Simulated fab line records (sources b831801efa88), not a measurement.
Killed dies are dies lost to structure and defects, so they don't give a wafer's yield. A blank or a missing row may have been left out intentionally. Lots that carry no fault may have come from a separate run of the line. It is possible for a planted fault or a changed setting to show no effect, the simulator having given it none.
A struck lot beside a sound one :: flow sky130 :: 14 steps out of a route of 708
Sound: the wafers L665.3, L665.5, L665.6. The struck wafers were L674.1, L674.3, L674.5. The cause is named last.
Order at every step that has rows: each side's tool, ch and its chambers, its first start. Under that, the readings that differ: sound wafers :: struck wafers :: difference of the means :: sigmas: that difference in standard deviations of wafers without a fault.
alike: a reading whose means differ by less than 2 such deviations, as well as words and numbers matching on both sides. not compared: withheld readings; readings where some wafer has no value; bounds like >300 that might hide an equal value; numbers whose values overlap and for which the record gives no deviation.
A row with sigmas, a row that says differs or no value, or rows on one side alone: a step with any of these is where the two part. Numbers that don't overlap but have no deviation are shown without sigmas and don't part them. A reading missing from all wafers of one side parts the sides only when that side holds two or more wafers.

SKY_NWELL_RS_MEAS_29: measures by four-point-probe.
  sound on filmMetro-01, day 5 14:37; struck on filmMetro-02, day 7 19:14
  alike: NWELL_RS
SKY_NWELL_RS_MEAS_31: measures by four-point-probe.
  sound on filmMetro-01, day 5 14:52; struck on filmMetro-02, day 7 19:29
  alike: PWDE_RS
then, 7 steps without rows for these wafers: SKY_VT_ADJUST_HVTP_DEHYDRATE_00 (time 60 s); SKY_VT_ADJUST_HVTP_HMDS_01 (prime time 60 s); SKY_VT_ADJUST_HVTP_COAT_02 (resist thk 1140 nm); SKY_VT_ADJUST_HVTP_SOFTBAKE_03 (time 60 s); SKY_VT_ADJUST_HVTP_EXPOSE_04 (exposes mask HVTPM, target cd 380 nm); SKY_VT_ADJUST_HVTP_PEB_05; SKY_VT_ADJUST_HVTP_DEVELOP_06 (develop time 60 s).
SKY_VT_ADJUST_HVTP_CD_MEAS_07: the cd target is 380 nm.
  sound on cdSem-02, day 6 09:22; struck on cdSem-01, day 8 15:46
  alike: cdNm
SKY_VT_ADJUST_HVTP_OVL_MEAS_08:
  sound on overlay-01, day 6 09:28; struck on overlay-01, day 8 15:53
  alike: VT_ADJUST_HVTP_OVL
SKY_VT_ADJUST_HVTP_IMPLANT_09:
  sound on implanter-01 ch 0, day 6 09:32; struck on implanter-02 ch 0, day 8 15:55
reading: beamEnergyKeV
sound: 149.99 150.03 149.99
struck: 155.65 155.66 155.57
difference: +5.62
sigmas: +99 or more

reading: model.implant.rpNm (nm)
sound: 82.26 82.26 82.26
struck: 88.32 88.32 88.32
difference: +6.06
sigmas: 

reading: model.implant.drpNm (nm)
sound: 33.4 33.4 33.4
struck: 34.45 34.45 34.45
difference: +1.05
sigmas: 
SKY_VT_ADJUST_HVTP_STRIP_10: strips in O2/N2.
  sound on plasmaAsher-04 ch 0,1, day 6 09:40; struck on plasmaAsher-02 ch 0,1, day 8 16:04
  alike: drypumpMotorCurrentA, o2FlowSccm, oesProductAu, stripTimeToEndpointS
  not compared: rfHoursCounterH
-- record jumps: 40 days separate the struck wafers' starts on either side; left off in module VT_ADJUST_HVTP, taken up again in module PAD_OPEN, whose first shown step is the route's number 708 --
SKY_PAD_OPEN_PROBE_99:
  sound on prober-02, day 46 03:57; struck on prober-01, day 48 10:37
reading: model.etest.pfet_01v8_mvt.offLog10AUm
sound: -11.15 -11.05 -11.29
struck: -10.08 -9.913 -9.747
difference: +1.25
sigmas: 

reading: model.etest.pfet_01v8_mvt.vtSatV (V)
sound: -0.594 -0.5987 -0.5986
struck: -0.5151 -0.4958 -0.5021
difference: +0.0928
sigmas: 

reading: model.etest.pfet_01v8_mvt.vtV (V)
sound: -0.6764 -0.6816 -0.6783
struck: -0.6023 -0.5898 -0.5926
difference: +0.0839
sigmas: 

reading: model.etest.pfet_01v8_mvt.vtLongV (V)
sound: -0.8859 -0.8894 -0.8882
struck: -0.812 -0.8055 -0.809
difference: +0.079
sigmas: 

reading: model.etest.pfet_01v8.vtV (V)
sound: -0.7989 -0.8017 -0.7984
struck: -0.7537 -0.7391 -0.7476
difference: +0.0529
sigmas: 

reading: model.etest.pfet_01v8.vtLongV (V)
sound: -1.066 -1.069 -1.068
struck: -1.025 -1.021 -1.021
difference: +0.045
sigmas: 

reading: model.etest.pfet_01v8_hvt.vtV (V)
sound: -0.8989 -0.9011 -0.8973
struck: -0.8758 -0.8655 -0.8669
difference: +0.0297
sigmas: 

reading: model.etest.pfet_01v8_hvt.vtLongV (V)
sound: -1.12 -1.118 -1.119
struck: -1.092 -1.088 -1.089
difference: +0.029
sigmas: 
  alike: killed_at_M0_to_M3, killed_at_M4_up, killedAtContacts, killedAtFrontEnd, killedAtOther, killedDies, killedOpen, killedShort

== WHERE THEY PART ==
SKY_VT_ADJUST_HVTP_IMPLANT_09 only, going by this record. Later steps at which nothing parts them and some readings are alike: SKY_VT_ADJUST_HVTP_STRIP_10, SKY_PAD_OPEN_PROBE_99.

WHY: what had been put in by the simulator
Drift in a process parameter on implanter-02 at SKY_VT_ADJUST_HVTP_IMPLANT_09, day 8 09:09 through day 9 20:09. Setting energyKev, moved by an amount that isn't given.
